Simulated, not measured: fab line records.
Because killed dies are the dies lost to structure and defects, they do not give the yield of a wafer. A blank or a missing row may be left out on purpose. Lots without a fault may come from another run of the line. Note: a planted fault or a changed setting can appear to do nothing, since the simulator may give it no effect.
Matching of chambers / flow gf180mcu / GF_V3_CVD_00 on hdpcvd-02: 3 sister chambers
The step deposits SiO2, target thk 600 nm, time 100 s. 3 wafers are shown with their chamber, then 7 later ones without.

## EACH WAFER AND ITS CHAMBER
wafer=L284.1; chamber=0; sih4 flow sccm (sccm)=59.72
wafer=L285.1; chamber=1; sih4 flow sccm (sccm)=59.76
wafer=L285.4; chamber=2; sih4 flow sccm (sccm)=59.97

## WAFERS WHOSE CHAMBER IS MISSING
wafer=L285.6; sih4 flow sccm (sccm)=59.55
wafer=L290.4; sih4 flow sccm (sccm)=59.98
wafer=L290.5; sih4 flow sccm (sccm)=60.11
wafer=L290.6; sih4 flow sccm (sccm)=60.01
wafer=L293.1; sih4 flow sccm (sccm)=60.18
wafer=L293.2; sih4 flow sccm (sccm)=60.12
wafer=L293.4; sih4 flow sccm (sccm)=60.31

## WHICH CHAMBER EACH WENT THROUGH
wafer=L285.6; from the rows above=can't be placed: 0 or 1 or 2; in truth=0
wafer=L290.4; from the rows above=can't be placed: 2 or 1 or 0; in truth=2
wafer=L290.5; from the rows above=can't be placed: 2 or 1 or 0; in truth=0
wafer=L290.6; from the rows above=can't be placed: 2 or 1 or 0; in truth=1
wafer=L293.1; from the rows above=can't be placed: 2 or 1 or 0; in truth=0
wafer=L293.2; from the rows above=can't be placed: 2 or 1 or 0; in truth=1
wafer=L293.4; from the rows above=can't be placed: 2 or 1 or 0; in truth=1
Correct placement for 0 of the 7. Unplaceable from these rows: 7, with the true chamber sitting among the candidates in 7. Number placed wrongly: 0.
How it was worked out, from the rows above alone: a wafer's distance from a chamber is the root of the sum, over the readings, of the square of ((its reading less the chamber's mean) divided by the reading's scatter). The wafer belongs to the nearest chamber; if the next one is less than 2 further off, it can't be placed. The mean given for a chamber averages the wafers shown for that chamber. The scatter: root of mean squared gap, hidden wafer to nearest shown wafer, with one shown wafer a chamber.
